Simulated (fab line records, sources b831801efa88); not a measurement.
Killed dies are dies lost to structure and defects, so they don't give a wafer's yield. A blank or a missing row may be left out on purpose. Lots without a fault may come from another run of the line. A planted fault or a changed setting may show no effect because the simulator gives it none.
Which tool did it? | flow gf180mcu | 6 lots, 18 wafers sampled, at 1 step of a route of 602

WHAT THE GAUGES READ, wafer by wafer
GF_VT_IMPLANT_OVL_MEAS_07.
lot  | measured     | on         | VT_IMPLANT_OVL (nm)
L767 | day 6 17:18  | overlay-01 | 1.3 1.0 -1.0
L769 | day 7 04:50  | overlay-02 | 1.3 -0.3 1.6
L772 | day 7 20:31  | overlay-01 | 0.0 -0.4 -0.5
L779 | day 9 15:18  | overlay-02 | 1.4 2.0 1.2
L781 | day 10 03:56 | overlay-01 | 2.2 -0.3 -1.0
L784 | day 11 00:26 | overlay-02 | -0.7 -1.3 -2.8

WHICH TOOL RAN EACH LOT (tool, then ch and the chambers of the sampled wafers, then the start)
The record holds no process step before these readings.

THE ANSWER, worked out from the rows above alone
Rule: what is usual is taken from the lots themselves. Put in order of their means at a reading, lots are off if they are a third of the lots or fewer, leave a main group of 4 or more, and stand apart from it by a gap of 3 or more times the standard deviation of the main group's means; of several such gaps the widest counts. A main group whose means are all the same, to the digits that the tables above print for the reading, isn't used. A lot without any number at a reading at which 4 lots or more have one is off too. The other lots that the step has rows for count as sound.
No lot is off at any reading shown: from this, nothing can be told.

WHAT THE SIMULATOR HAD PUT IN
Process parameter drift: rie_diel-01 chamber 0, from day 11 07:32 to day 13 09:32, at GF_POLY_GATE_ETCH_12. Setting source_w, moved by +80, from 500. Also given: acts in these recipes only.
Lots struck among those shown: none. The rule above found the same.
